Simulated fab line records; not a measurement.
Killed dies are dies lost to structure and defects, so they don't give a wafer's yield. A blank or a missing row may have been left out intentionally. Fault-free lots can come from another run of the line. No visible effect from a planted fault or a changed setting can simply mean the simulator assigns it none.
Which tool was responsible? -- flow sky130 -- 6 lots with 18 wafers sampled at 2 steps, on a route of 708 steps

== WHAT THE GAUGES SHOWED, per wafer ==
SKY_SD_N_RS_MEAS_16: measurement is done with a four-point probe.
lot,measured,on,SD_N_RS (ohm/sq)
L296,day 28 13:10,film-metro-03,68.62 68.54 68.58
L297,day 29 00:19,film-metro-02,68.43 68.56 68.53
L300,day 30 11:34,film-metro-02,68.24 68.25 68.23
L308,day 32 19:08,film-metro-02,70.41 70.21 70.30
L310,day 33 09:55,film-metro-02,70.43 70.33 70.27
L312,day 33 21:47,film-metro-04,68.53 68.60 68.59

== EACH LOT AND THE TOOL THAT RAN IT (in order: tool; ch and the chambers of the sampled wafers; start) ==
lot,SKY_SD_N_IMPLANT_10
L296,"implanter-03 ch 0, day 28 12:37"
L297,"implanter-01 ch 0, day 28 23:44"
L300,"implanter-02 ch 0, day 30 11:02"
L308,"implanter-01 ch 0, day 32 18:36"
L310,"implanter-01 ch 0, day 33 09:23"
L312,"implanter-03 ch 0, day 33 21:16"
- SKY_SD_N_IMPLANT_10

== THE ANSWER, worked out from the rows above alone ==
Rule: the usual values come from the lots themselves. The widest of any qualifying gaps counts: lots, ordered by their means at a reading, are off when they make up no more than a third of the lots, leave a main group of 4 or more, and stand apart from it by 3 or more times the standard deviation of that group's means. Not used: any main group whose means are identical at the precision the tables above print for the reading. A lot without any number at a reading at which 4 lots or more have one is off too. All remaining lots with rows at the step are treated as sound.
Off: L308, L310, at SKY_SD_N_RS_MEAS_16 (SD_N_RS). Mean 68.47 ohm/sq and standard deviation 0.14 in the main group.
A tool fits if, at a process step before that reading, it ran every lot that is off, and no sound lot after the first of them. Those tools and the gauges at SKY_SD_N_RS_MEAS_16 are tried in the same way. Undecided on this evidence; 2 tools fit (implanter-01 at SKY_SD_N_IMPLANT_10, film-metro-02 at SKY_SD_N_RS_MEAS_16).

== WHAT THE SIMULATOR HAD PUT IN ==
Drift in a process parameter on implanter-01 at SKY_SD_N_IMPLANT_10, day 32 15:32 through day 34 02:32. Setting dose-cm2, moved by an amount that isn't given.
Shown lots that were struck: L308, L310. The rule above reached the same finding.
